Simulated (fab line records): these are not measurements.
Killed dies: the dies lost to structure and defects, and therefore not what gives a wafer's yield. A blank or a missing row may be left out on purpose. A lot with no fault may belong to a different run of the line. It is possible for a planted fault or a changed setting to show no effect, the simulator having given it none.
Check of tool commonality    flow gf180mcu    11 lots and 39 wafers in the sample

## THE REASON FOR OPENING IT
2 of 11 lots carry a flag on the reading M4_ALCU_RS at GF_M4_RS_MEAS_05. Wafers without a fault read 0.0690 ohm/sq, standard deviation 0.00079.
Rule: a lot is flagged in two cases, either no wafer of it has a number, or all its wafers with numbers fall more than 4 standard deviations from that mean. As for the other lots, they are considered sound.

lot   measured      on            M4_ALCU_RS (ohm/sq), wafer by wafer        flag
L913  day 22 22:44  filmMetro-03  0.0685 0.0702 0.0674                       
L914  day 23 03:52  filmMetro-02  0.0693 0.0693 0.0697                       
L915  day 23 16:57  filmMetro-02  0.0701 0.0687 0.0686                       
L916  day 24 07:15  filmMetro-03  0.0676 0.0683 0.0679                       
L917  day 24 08:20  filmMetro-03  0.0686 0.0693 0.0693                       
L922  day 26 00:08  filmMetro-03  0.0632 0.0631 0.0638 0.0633 0.0630 0.0638  FLAGGED
L924  day 26 15:26  filmMetro-02  0.0637 0.0636 0.0637 0.0638 0.0637 0.0636  FLAGGED
L928  day 28 00:13  filmMetro-03  0.0683 0.0689 0.0698                       
L931  day 28 22:15  filmMetro-02  0.0692 0.0701 0.0696                       
L934  day 29 16:45  filmMetro-02  0.0684 0.0686 0.0699                       
L936  day 30 11:23  filmMetro-02  0.0688 0.0679 0.0690                       
On average the flagged lots' numbers are 0.0635 ohm/sq, which is -0.0055 ohm/sq against the usual, or -7 standard deviations.

## LOT BY LOT: THE TOOL USED
Before the reading, the record contains 4 process steps out of a 602-step route. Read each cell as the tool, then ch plus the chambers that the sampled wafers visited, then the start.
lot   flag     GF_M4_SPUTTER_00             GF_M4_SPUTTER_02             GF_M4_SPUTTER_03             GF_M4_SPUTTER_04
L913           pvdSputter-03, day 22 22:29  pvdSputter-03, day 22 22:37  pvdSputter-03, day 22 22:39  pvdSputter-03, day 22 22:40
L914           pvdSputter-02, day 23 03:38  pvdSputter-02, day 23 03:46  pvdSputter-02, day 23 03:47  pvdSputter-02, day 23 03:49
L915           pvdSputter-03, day 23 16:44  pvdSputter-03, day 23 16:52  pvdSputter-03, day 23 16:53  pvdSputter-03, day 23 16:55
L916           pvdSputter-04, day 24 07:02  pvdSputter-04, day 24 07:10  pvdSputter-04, day 24 07:11  pvdSputter-04, day 24 07:13
L917           pvdSputter-03, day 24 08:05  pvdSputter-03, day 24 08:13  pvdSputter-03, day 24 08:15  pvdSputter-03, day 24 08:16
L922  FLAGGED  pvdSputter-03, day 25 23:52  pvdSputter-03, day 26 00:00  pvdSputter-03, day 26 00:02  pvdSputter-03, day 26 00:04
L924  FLAGGED  pvdSputter-03, day 26 15:12  pvdSputter-03, day 26 15:20  pvdSputter-03, day 26 15:22  pvdSputter-03, day 26 15:23
L928           pvdSputter-02, day 27 23:57  pvdSputter-02, day 28 00:05  pvdSputter-02, day 28 00:07  pvdSputter-02, day 28 00:08
L931           pvdSputter-02, day 28 22:02  pvdSputter-02, day 28 22:10  pvdSputter-02, day 28 22:11  pvdSputter-02, day 28 22:13
L934           pvdSputter-04, day 29 16:16  pvdSputter-04, day 29 16:32  pvdSputter-04, day 29 16:35  pvdSputter-04, day 29 16:38
L936           pvdSputter-03, day 30 11:10  pvdSputter-03, day 30 11:18  pvdSputter-03, day 30 11:20  pvdSputter-03, day 30 11:22
These steps, and what they do:
- GF_M4_SPUTTER_00: material Ti, target thk 37.5 nm, time 150 s.
- GF_M4_SPUTTER_02: material AlCu, target thk 450 nm, time 23.9 s.
- GF_M4_SPUTTER_03: material Ti, target thk 10 nm, time 6.7 s.
- GF_M4_SPUTTER_04: material TiN, target thk 50 nm, time 41.7 s.
- GF_M4_RS_MEAS_05: measures by four-point-probe.

## FLAGGED AGAINST TOTAL, ONE TOOL AT A TIME (gauges that did the reading follow at the end)
step              tool           lots run  flagged  share of the flagged lots  sound lots run after its first flagged lot
GF_M4_SPUTTER_00  pvdSputter-02  3         0        none                       -
GF_M4_SPUTTER_00  pvdSputter-03  6         2        all                        1 (L936)
GF_M4_SPUTTER_00  pvdSputter-04  2         0        none                       -
GF_M4_SPUTTER_02  pvdSputter-02  3         0        none                       -
GF_M4_SPUTTER_02  pvdSputter-03  6         2        all                        1 (L936)
GF_M4_SPUTTER_02  pvdSputter-04  2         0        none                       -
GF_M4_SPUTTER_03  pvdSputter-02  3         0        none                       -
GF_M4_SPUTTER_03  pvdSputter-03  6         2        all                        1 (L936)
GF_M4_SPUTTER_03  pvdSputter-04  2         0        none                       -
GF_M4_SPUTTER_04  pvdSputter-02  3         0        none                       -
GF_M4_SPUTTER_04  pvdSputter-03  6         2        all                        1 (L936)
GF_M4_SPUTTER_04  pvdSputter-04  2         0        none                       -
GF_M4_RS_MEAS_05  filmMetro-02   6         1        some                       3 (L931,L934,L936)
GF_M4_RS_MEAS_05  filmMetro-03   5         1        some                       1 (L928)

## WHAT IS ALLOWED BY THE TABLE
4 rows of the table ran every flagged lot: pvdSputter-03 at GF_M4_SPUTTER_00, pvdSputter-03 at GF_M4_SPUTTER_02, pvdSputter-03 at GF_M4_SPUTTER_03, pvdSputter-03 at GF_M4_SPUTTER_04.
- pvdSputter-03 at GF_M4_SPUTTER_00: 2 of its 6 lots flagged. Lots that were sound ran on it after the first flagged one (L936); a persistent fault on the entire tool would not allow that.
- pvdSputter-03 at GF_M4_SPUTTER_02: 2 of its 6 lots flagged. Lots that were sound ran on it after the first flagged one (L936); a persistent fault on the entire tool would not allow that.
- pvdSputter-03 at GF_M4_SPUTTER_03: 2 of its 6 lots flagged. Lots that were sound ran on it after the first flagged one (L936); a persistent fault on the entire tool would not allow that.
- pvdSputter-03 at GF_M4_SPUTTER_04: 2 of its 6 lots flagged. Lots that were sound ran on it after the first flagged one (L936); a persistent fault on the entire tool would not allow that.
No row of the table ran every flagged lot and no sound lot after the first.

## WHAT HAD BEEN PUT IN BY THE SIMULATOR
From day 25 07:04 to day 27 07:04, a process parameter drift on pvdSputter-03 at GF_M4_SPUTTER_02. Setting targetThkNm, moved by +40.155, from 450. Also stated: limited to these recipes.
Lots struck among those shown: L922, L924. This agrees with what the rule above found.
